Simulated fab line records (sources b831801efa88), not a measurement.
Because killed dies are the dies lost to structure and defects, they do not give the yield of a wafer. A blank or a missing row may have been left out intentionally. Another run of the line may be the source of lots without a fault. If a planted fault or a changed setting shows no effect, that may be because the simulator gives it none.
fab line records	flow sky130
[record] lots = 6	wafers = 18	lastDay = 50
route steps=708 shown RES_XHIGH@336 SD_N@342 PAD_OPEN@708
lots that met no fault: from a run of the same line without faults
startH: start of the lot's first displayed wafer, in hours after the record's first day	waitH: time in hours since the lot's previous step	" unchanged from the row above	L1.1+2: a single row standing in for several wafers	- value missing, or start not given	* or withheld: withheld	< > ~ a bound
route shown NAME@n: names a module that has steps shown in the file, with the first one's number in the route	usual: mean/standard deviation of fault-free wafers	same: alike in all rows	chamber/n: place in a boat	sites: the reading at each site	_std_site: standard deviation of those values	_edge_site: inner sites' mean taken away from outer sites' mean	radiusMm: for every site, how far away it sits from the centre of the wafer	mask NAME#n: copy n	behind: the last tool/chamber to shape the wafer	hold: what put the lot on hold/how long, in hours/how the hold closed	device: the transistor (n, p or np) that didn't switch	end of line: tests of these same wafers at the route's end	a step without rows: its recipe alone	killed: at the first sort, the dies lost to defects and structure; wafer yield is something else	map: a wafer's dies, marking killed ones x, the rest . and places with no die _
set.NAME: the setting as run; set.NAME@STEP: as run at that earlier step	model.NAME: the simulator's own value behind a step, which no gauge read
lots at some steps of the route; a table a step, a row a wafer
services: when a tool's chamber went out of use (startH, in hours from the record's first day, below 0 if earlier), for how many hours, and the reason
[[steps]]
[step SKY_RES_XHIGH_EXPOSE_04]
[recipe] maskId = URPM	na = 0.6	sourceShape = conventional	sigmaOuter = 0.6	polarization = unpolarized	targetCdNm = 1270	doseMj = 140
[step SKY_RES_XHIGH_PEB_05]
[recipe] tempC = withheld	timeS = *	resist = NOVOLAK
[step SKY_RES_XHIGH_DEVELOP_06]
[recipe] resist = NOVOLAK	developer = TMAH	developTimeS = 60	devTempC = 23
[step SKY_RES_XHIGH_IMPLANT_07]
[recipe] species = BF2	energyKev = 20	doseCm2 = 3.6e+14	tiltDeg = 0
[step SKY_RES_XHIGH_STRIP_08]
[recipe] chemistry = O2/N2	powerW = 1400	pressureMtorr = 1500	platenTempC = withheld	o2FlowSccm = 3000	n2FlowSccm = 300	overashFraction = 0.5
[usual] drypumpMotorCurrentA = 5.46/0.2	oesProductAu = 0.710/0.0045	stripTimeToEndpointS = 14.28/0.047
lot.wafer	tool	chamber	startH	waitH	drypumpMotorCurrentA	oesProductAu	rfHoursCounterH	stripTimeToEndpointS
L172.1	plasmaAsher-04	1	622.35	0.1	5.67	0.712	75	14.22
L172.3	"	1	"	"	5.67	0.715	-	14.23
L172.5	"	0	"	"	5.11	0.712	-	14.22
L183.2	plasmaAsher-01	1	721.60	0.1	5.43	0.707	61	14.28
L183.4	"	1	"	"	5.45	0.713	-	14.27
L183.6	"	1	"	"	5.43	0.709	-	14.24
L185.1	plasmaAsher-03	1	730.34	0.1	5.71	0.723	30	14.34
L185.2	"	0	"	"	5.29	0.704	30	14.30
L185.5	"	1	"	"	5.69	0.708	-	14.34
L187.2	plasmaAsher-03	1	740.10	0.1	5.70	0.712	31	14.23
L187.4	"	1	"	"	5.70	0.705	-	14.23
L187.6	"	0	"	"	5.27	0.713	-	14.24
L191.1	plasmaAsher-03	1	774.95	0.1	5.70	0.713	35	14.23
L191.2	"	0	"	"	5.27	0.715	35	14.21
L191.3	"	0	"	"	5.29	0.720	-	14.25
L192.2	plasmaAsher-01	1	781.11	0.1	5.45	0.706	68	14.24
L192.3	"	0	"	"	5.52	0.718	-	14.29
L192.4	"	1	"	"	5.43	0.712	-	14.26
[step SKY_RES_XHIGH_TW_MEAS_09]
[usual] RES_XHIGH_TW = 1644/9.3
lot.wafer	tool	chamber	startH	waitH	RES_XHIGH_TW
L172.1	filmMetro-04	-	622.45	0.1	1657
L172.3	"	-	"	"	1662
L172.5	"	-	"	"	1658
L183.2	filmMetro-03	-	721.71	0.1	1645
L183.4	"	-	"	"	1645
L183.6	"	-	"	"	1653
L185.1	filmMetro-03	-	730.46	0.1	1648
L185.2	"	-	"	"	1647
L185.5	"	-	"	"	1654
L187.2	filmMetro-04	-	740.21	0.1	1654
L187.4	"	-	"	"	1648
L187.6	"	-	"	"	1642
L191.1	filmMetro-02	-	775.05	0.1	1633
L191.2	"	-	"	"	1626
L191.3	"	-	"	"	1629
L192.2	filmMetro-03	-	781.22	0.1	1646
L192.3	"	-	"	"	1641
L192.4	"	-	"	"	1649
[step SKY_SD_N_DEHYDRATE_00]
[recipe] tempC = 200	timeS = 60
[step SKY_SD_N_HMDS_01]
[recipe] primeTimeS = 60	primeTempC = 120
[step SKY_SD_N_COAT_02]
[recipe] resist = NOVOLAK	spinRpm = 3000	resistThkNm = 1140
[step SKY_SD_N_SOFTBAKE_03]
[recipe] tempC = 90	timeS = 60	resist = NOVOLAK
[step SKY_SD_N_EXPOSE_04]
[recipe] maskId = NSDM	na = 0.6	sourceShape = conventional	sigmaOuter = 0.6	polarization = unpolarized	targetCdNm = 380	doseMj = 141
[step SKY_SD_N_PEB_05]
[recipe] tempC = withheld	timeS = *	resist = NOVOLAK
[step SKY_SD_N_DEVELOP_06]
[recipe] resist = NOVOLAK	developer = TMAH	developTimeS = 60	devTempC = 23
lot.wafer	tool	chamber	startH	waitH
L172.1+3+5	lithoTrack-01	0	650.99	0.1
L183.2+4+6	lithoTrack-01	0	749.57	0.1
L185.1+2+5	lithoTrack-01	0	756.64	0.1
L187.2+4+6	lithoTrack-03	0	767.47	0.1
L191.1+2+3	lithoTrack-04	0	801.24	0.1
L192.2+3+4	lithoTrack-03	0	808.02	0.1
[step SKY_SD_N_CD_MEAS_07]
[recipe] targetCdNm = 380
[usual] cdNm = 379.2/2.3
lot.wafer	tool	chamber	startH	waitH	cdNm
L172.1	cdSem-01	-	651.18	0.2	384.2
L172.3	"	-	"	"	381.0
L172.5	"	-	"	"	383.5
L183.2	cdSem-01	-	749.71	0.1	-
L183.4	"	-	"	"	377.5
L183.6	"	-	"	"	380.1
L185.1	cdSem-02	-	756.79	0.1	380.8
L185.2	"	-	"	"	-
L185.5	"	-	"	"	-
L187.2	cdSem-01	-	767.62	0.1	379.4
L187.4	"	-	"	"	379.4
L187.6	"	-	"	"	375.6
L191.1	cdSem-02	-	801.39	0.1	382.3
L191.2	"	-	"	"	383.2
L191.3	"	-	"	"	384.0
L192.2	cdSem-01	-	808.17	0.1	382.9
L192.3	"	-	"	"	379.6
L192.4	"	-	"	"	380.7
[step SKY_SD_N_OVL_MEAS_08]
[usual] SD_N_OVL = -0.5/1.2
lot.wafer	tool	chamber	startH	waitH	SD_N_OVL[nm]
L172.1	overlay-02	-	651.30	0.1	2.4
L172.3	"	-	"	"	3.6
L172.5	"	-	"	"	0.8
L183.2	overlay-02	-	749.82	0.1	-
L183.4	"	-	"	"	0.7
L183.6	"	-	"	"	0.5
L185.1	overlay-01	-	756.91	0.1	0.0
L185.2	"	-	"	"	-
L185.5	"	-	"	"	-
L187.2	overlay-02	-	767.72	0.1	-0.9
L187.4	"	-	"	"	-0.6
L187.6	"	-	"	"	-1.3
L191.1	overlay-01	-	801.51	0.1	-1.3
L191.2	"	-	"	"	-0.7
L191.3	"	-	"	"	-0.7
L192.2	overlay-02	-	808.27	0.1	-2.4
L192.3	"	-	"	"	-2.2
L192.4	"	-	"	"	-1.8
[step SKY_SD_N_IMPLANT_09]
[recipe] species = As	energyKev = 50	doseCm2 = 4e+15	tiltDeg = 0
[step SKY_SD_N_IMPLANT_10]
[recipe] species = P	energyKev = 20	doseCm2 = 1e+14	tiltDeg = 0
[step SKY_SD_N_STRIP_11]
[recipe] chemistry = O2/N2	powerW = 1400	pressureMtorr = 1500	platenTempC = withheld	o2FlowSccm = 3000	n2FlowSccm = 300	overashFraction = 0.5
[usual] drypumpMotorCurrentA = 5.9/0.48	oesProductAu = 0.527/0.0045	stripTimeToEndpointS = 22.56/0.051
lot.wafer	tool	chamber	startH	waitH	drypumpMotorCurrentA	oesProductAu	rfHoursCounterH	stripTimeToEndpointS
L172.1	plasmaAsher-04	1	651.63	0.1	5.6	0.524	78	22.53
L172.3	"	1	"	"	5.7	0.522	-	22.56
L172.5	"	1	"	"	5.7	0.529	-	22.53
L183.2	plasmaAsher-02	0	750.15	0.1	6.2	0.522	1	22.58
L183.4	"	1	"	"	6.4	0.529	-	22.59
L183.6	"	1	"	"	6.5	0.526	-	22.57
L185.1	plasmaAsher-02	1	757.25	0.1	6.5	0.532	1	22.61
L185.2	"	0	"	"	6.3	0.521	1	22.61
L185.5	"	0	"	"	6.3	0.538	-	22.61
L187.2	plasmaAsher-02	1	768.05	0.1	6.5	0.519	2	22.48
L187.4	"	0	"	"	6.2	0.535	-	22.49
L187.6	"	1	"	"	6.5	0.524	-	22.52
L191.1	plasmaAsher-02	1	801.85	0.1	6.4	0.527	6	22.58
L191.2	"	0	"	"	6.3	0.516	6	22.53
L191.3	"	0	"	"	6.3	0.521	-	22.45
L192.2	plasmaAsher-02	1	808.60	0.1	6.4	0.528	7	22.54
L192.3	"	1	"	"	6.4	0.523	-	22.55
L192.4	"	0	"	"	6.2	0.523	-	22.53
[step SKY_SD_N_TW_MEAS_12]
[usual] SD_N_TW = 4003/22
lot.wafer	tool	chamber	startH	waitH	SD_N_TW
L172.1	filmMetro-03	-	651.73	0.1	3969
L172.3	"	-	"	"	3991
L172.5	"	-	"	"	3999
L183.2	filmMetro-04	-	750.26	0.1	30
L183.4	"	-	"	"	4006
L183.6	"	-	"	"	4003
L185.1	filmMetro-02	-	757.35	0.1	4022
L185.2	"	-	"	"	30
L185.5	"	-	"	"	30
L187.2	filmMetro-04	-	768.16	0.1	3992
L187.4	"	-	"	"	4006
L187.6	"	-	"	"	4003
L191.1	filmMetro-02	-	801.95	0.1	3970
L191.2	"	-	"	"	3964
L191.3	"	-	"	"	3978
L192.2	filmMetro-03	-	808.71	0.1	3995
L192.3	"	-	"	"	3977
L192.4	"	-	"	"	3982
[step SKY_SD_N_CLEAN_13]
[recipe] chemistry = SC1/SC2	mix = 1:4:20	tempC = 70	timeS = 150	dry = n2Spin
[step SKY_PAD_OPEN_PROBE_99]
[usual] killed_at_M0_to_M3 = 45/6.9	killed_at_M4_up = 3.1/1.7	killedAtContacts = 24/5.7	killedAtFrontEnd = 15/4.6	killedAtOther = 0.3/0.57	killedDies = 87/10	killedOnRim = 17/3.9	killedOpen = 48/7.4	killedShort = 39/6.7
[same] grossDies = 492	killedAtBackSide = 0
lot.wafer	tool	chamber	startH	waitH	killed_at_M0_to_M3	killed_at_M4_up	killedAtContacts	killedAtFrontEnd	killedAtOther	killedDies	killedOnRim	killedOpen	killedShort
L172.1	prober-02	-	1084.41	0.1	47	2	33	14	1	97	19	53	44
L172.3	prober-02	-	1084.51	0.2	31	1	29	17	0	78	18	50	28
L172.5	prober-02	-	1084.61	0.2	44	5	29	14	1	93	16	52	41
L183.2	prober-02	-	1153.21	0.1	40	2	18	432	0	492	96	50	26
L183.4	prober-02	-	1153.31	0.2	33	3	21	18	0	75	14	41	34
L183.6	prober-02	-	1153.41	0.2	40	4	27	16	0	87	16	44	43
L185.1	prober-01	-	1155.65	0.1	49	2	16	16	0	83	10	50	33
L185.2	prober-01	-	1155.70	0.1	47	2	18	424	1	492	96	35	45
L185.5	prober-01	-	1155.85	0.2	43	4	25	419	1	492	96	45	44
L187.2	prober-02	-	1164.11	0.1	54	2	23	20	0	99	20	59	40
L187.4	prober-02	-	1164.21	0.2	36	2	34	9	1	82	14	42	40
L187.6	prober-02	-	1164.31	0.2	44	2	25	24	0	95	7	45	50
L191.1	prober-02	-	1187.07	0.1	43	1	33	16	0	93	15	50	43
L191.2	prober-02	-	1187.12	0.1	58	1	21	15	0	95	17	53	42
L191.3	prober-02	-	1187.17	0.2	47	2	22	9	0	80	12	43	37
L192.2	prober-01	-	1192.17	0.1	52	8	14	12	0	86	16	50	36
L192.3	prober-01	-	1192.22	0.2	39	3	23	16	1	82	9	47	35
L192.4	prober-01	-	1192.27	0.2	52	3	20	11	0	86	20	47	39
// killed by level:class
L172.1 VIA1:geometricParticle:open=11 CONTACT:geometricParticle:open=11 CONTACT:geometricParticle:short=8 METAL1:geometricParticle:short=7 LI_CONTACT:geometricParticle:open=6 METAL2:geometricParticle:short=6 VIA3:geometricParticle:open=6 VIA2:geometricParticle:open=5
L172.3 CONTACT:geometricParticle:open=14 LI_CONTACT:geometricParticle:open=7 CONTACT:geometricParticle:short=7 FIELD_ISO:geometricParticle:open=5 VIA1:geometricParticle:open=5 METAL2:geometricParticle:open=4 METAL1:geometricParticle:short=4 VIA3:geometricParticle:open=4
L172.5 VIA1:geometricParticle:open=12 LI_CONTACT:geometricParticle:open=9 CONTACT:geometricParticle:open=8 VIA3:geometricParticle:open=8 CONTACT:geometricParticle:short=7 FIELD_ISO:geometricParticle:open=5 FIELD_ISO:geometricParticle:short=5 METAL1:geometricParticle:short=5
L183.2 SD_N:areaDevelop=416 POLY_GATE:geometricParticle:open=9 VIA3:geometricParticle:open=9 CONTACT:geometricParticle:open=9 VIA2:geometricParticle:open=8 VIA1:geometricParticle:open=8 LOCAL_INTERCONNECT:geometricParticle:short=6 VIA2:geometricParticle:short=5
L183.4 CONTACT:geometricParticle:open=14 VIA3:geometricParticle:open=9 VIA1:geometricParticle:short=7 POLY_GATE:geometricParticle:short=5 POLY_GATE:geometricParticle:open=5 METAL1:geometricParticle:short=5 LI_CONTACT:geometricParticle:short=5 FIELD_ISO:geometricParticle:open=4
L183.6 VIA1:geometricParticle:open=8 LI_CONTACT:geometricParticle:open=8 CONTACT:geometricParticle:open=7 METAL1:geometricParticle:short=7 METAL2:geometricParticle:short=6 POLY_GATE:geometricParticle:open=5 LOCAL_INTERCONNECT:geometricParticle:short=5 VIA2:geometricParticle:open=5
L185.1 VIA1:geometricParticle:open=19 VIA3:geometricParticle:open=7 VIA1:geometricParticle:short=6 FIELD_ISO:geometricParticle:short=5 LI_CONTACT:geometricParticle:open=5 METAL2:geometricParticle:short=4 LOCAL_INTERCONNECT:geometricParticle:short=4 CONTACT:geometricParticle:open=4
L185.2 SD_N:areaDevelop=412 CONTACT:geometricParticle:open=7 VIA1:geometricParticle:open=7 METAL2:geometricParticle:short=7 VIA2:geometricParticle:open=7 CONTACT:geometricParticle:short=5 FIELD_ISO:geometricParticle:short=4 METAL1:geometricParticle:short=4
L185.5 SD_N:areaDevelop=403 VIA1:geometricParticle:open=12 CONTACT:geometricParticle:open=8 VIA2:geometricParticle:open=6 METAL2:geometricParticle:short=6 FIELD_ISO:geometricParticle:short=5 LOCAL_INTERCONNECT:geometricParticle:short=5 CONTACT:geometricParticle:short=5
L187.2 VIA1:geometricParticle:open=13 VIA3:geometricParticle:open=12 LI_CONTACT:geometricParticle:open=8 POLY_GATE:geometricParticle:open=7 VIA1:geometricParticle:short=6 FIELD_ISO:geometricParticle:open=5 CONTACT:geometricParticle:open=5 CONTACT:geometricParticle:short=5
L187.4 VIA1:geometricParticle:open=10 CONTACT:geometricParticle:short=10 CONTACT:geometricParticle:open=10 VIA1:geometricParticle:short=8 LI_CONTACT:geometricParticle:open=6 VIA2:geometricParticle:open=5 VIA3:geometricParticle:open=4 SPACER:geometricParticle:short=3
L187.6 VIA3:geometricParticle:open=9 POLY_GATE:geometricParticle:open=6 LI_CONTACT:geometricParticle:open=6 CONTACT:geometricParticle:short=6 VIA1:geometricParticle:short=6 METAL1:geometricParticle:short=6 CONTACT:geometricParticle:open=5 SPACER:geometricParticle:short=5
L191.1 LI_CONTACT:geometricParticle:open=11 CONTACT:geometricParticle:open=10 VIA1:geometricParticle:open=9 METAL2:geometricParticle:short=9 CONTACT:geometricParticle:short=6 METAL1:geometricParticle:short=5 FIELD_ISO:geometricParticle:short=4 POLY_GATE:geometricParticle:short=4
L191.2 VIA2:geometricParticle:open=11 VIA1:geometricParticle:short=9 VIA1:geometricParticle:open=9 CONTACT:geometricParticle:open=8 VIA2:geometricParticle:short=8 FIELD_ISO:geometricParticle:open=6 LI_CONTACT:geometricParticle:open=6 VIA3:geometricParticle:open=6
L191.3 VIA1:geometricParticle:open=11 CONTACT:geometricParticle:open=11 VIA2:geometricParticle:open=9 VIA1:geometricParticle:short=6 METAL1:geometricParticle:short=5 METAL2:geometricParticle:short=5 LI_CONTACT:geometricParticle:open=4 VIA3:geometricParticle:open=4
L192.2 VIA1:geometricParticle:open=14 METAL2:geometricParticle:short=9 METAL1:geometricParticle:short=7 VIA2:geometricParticle:open=7 VIA3:geometricParticle:open=6 CONTACT:geometricParticle:short=5 CONTACT:geometricParticle:open=5 METAL4:geometricParticle:short=5
L192.3 VIA1:geometricParticle:open=14 VIA3:geometricParticle:open=9 CONTACT:geometricParticle:open=7 FIELD_ISO:geometricParticle:open=5 VIA1:geometricParticle:short=5 FIELD_ISO:geometricParticle:short=4 LI_CONTACT:geometricParticle:short=4 LI_CONTACT:geometricParticle:open=4
L192.4 VIA2:geometricParticle:open=9 CONTACT:geometricParticle:open=8 VIA1:geometricParticle:open=7 VIA2:geometricParticle:short=6 LI_CONTACT:geometricParticle:open=5 VIA3:geometricParticle:short=5 VIA1:geometricParticle:short=5 VIA3:geometricParticle:open=5
// map L183.2 (x killed, . not)
__________xxxxxxxxxx_________
________xxxxxxxxxxxxxx_______
______xxxxxxxxxxxxxxxxxx_____
_____xxxxxxxxxxxxxxxxxxxx____
____xxxxxxxxxxxxxxxxxxxxxx___
___xxxxxxxxxxxxxxxxxxxxxxxx__
__xxxxxxxxxxxxxxxxxxxxxxxxxx_
_xxxxxxxxxxxxxxxxxxxxxxxxxxxx
_xxxxxxxxxxxxxxxxxxxxxxxxxxxx
_xxxxxxxxxxxxxxxxxxxxxxxxxxxx
_xxxxxxxxxxxxxxxxxxxxxxxxxxxx
_xxxxxxxxxxxxxxxxxxxxxxxxxxxx
_xxxxxxxxxxxxxxxxxxxxxxxxxxxx
_xxxxxxxxxxxxxxxxxxxxxxxxxxxx
_xxxxxxxxxxxxxxxxxxxxxxxxxxxx
__xxxxxxxxxxxxxxxxxxxxxxxxxx_
___xxxxxxxxxxxxxxxxxxxxxxxx__
____xxxxxxxxxxxxxxxxxxxxxx___
_____xxxxxxxxxxxxxxxxxxxx____
______xxxxxxxxxxxxxxxxxx_____
________xxxxxxxxxxxxxx_______
__________xxxxxxxxxx_________
// map L185.2 (x killed, . not)
__________xxxxxxxxxx_________
________xxxxxxxxxxxxxx_______
______xxxxxxxxxxxxxxxxxx_____
_____xxxxxxxxxxxxxxxxxxxx____
____xxxxxxxxxxxxxxxxxxxxxx___
___xxxxxxxxxxxxxxxxxxxxxxxx__
__xxxxxxxxxxxxxxxxxxxxxxxxxx_
_xxxxxxxxxxxxxxxxxxxxxxxxxxxx
_xxxxxxxxxxxxxxxxxxxxxxxxxxxx
_xxxxxxxxxxxxxxxxxxxxxxxxxxxx
_xxxxxxxxxxxxxxxxxxxxxxxxxxxx
_xxxxxxxxxxxxxxxxxxxxxxxxxxxx
_xxxxxxxxxxxxxxxxxxxxxxxxxxxx
_xxxxxxxxxxxxxxxxxxxxxxxxxxxx
_xxxxxxxxxxxxxxxxxxxxxxxxxxxx
__xxxxxxxxxxxxxxxxxxxxxxxxxx_
___xxxxxxxxxxxxxxxxxxxxxxxx__
____xxxxxxxxxxxxxxxxxxxxxx___
_____xxxxxxxxxxxxxxxxxxxx____
______xxxxxxxxxxxxxxxxxx_____
________xxxxxxxxxxxxxx_______
__________xxxxxxxxxx_________
[[services]]
tool	chamber	startH	hours	kind
plasmaAsher-01	-	603.11	4.4	repair
plasmaAsher-04	-	639.28	1.6	repair
plasmaAsher-01	-	640.17	4.0	repair
plasmaAsher-02	-	733.77	9.0	pm
plasmaAsher-02	0	733.77	9.0	ventCycle
plasmaAsher-02	1	733.77	9.0	ventCycle
plasmaAsher-02	0	742.77	-	clean
plasmaAsher-02	1	742.77	-	clean
plasmaAsher-04	-	761.56	10.7	repair
plasmaAsher-04	-	806.85	2.8	pm
[[key]]
[firstSign] step = SKY_SD_N_CD_MEAS_07	reading = cdNm	direction = missing
[effect] step = SKY_SD_N_OVL_MEAS_08	reading = SD_N_OVL	direction = missing
[effect] step = SKY_SD_N_TW_MEAS_12	reading = SD_N_TW	direction = down	sigmas = 99+	usual = 4003	struck = 30
[effect] step = SKY_PAD_OPEN_PROBE_99	reading = killedAtFrontEnd	direction = up	sigmas = 89	usual = 15	struck = 425
[moreKillsBornAt] SKY_SD_N_DEVELOP_06@lithoTrack-01 = 1231
metAt SKY_SD_N_DEVELOP_06
struckWafers L183.2,L185.2,L185.5
testerLeftOut L183,L185
onsetBetween 650.99 749.57
[fault] kind = processParameterDrift	tool = lithoTrack-01	chamber = -	onsetH = 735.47	steps = SKY_SD_N_DEVELOP_06	channel = developTimeS	offset = *	shape = step	endH = 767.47	scope = struckWafersOnly	actsIn = *	stated = *
// testerLeftOut: of these lots the tester's yield and bins aren't shown, on N5 and GAA mostly nor the transistor test; their killed dies are dies lost to structure and defects alone, not to doping, threshold or leakage, so they don't give the yield
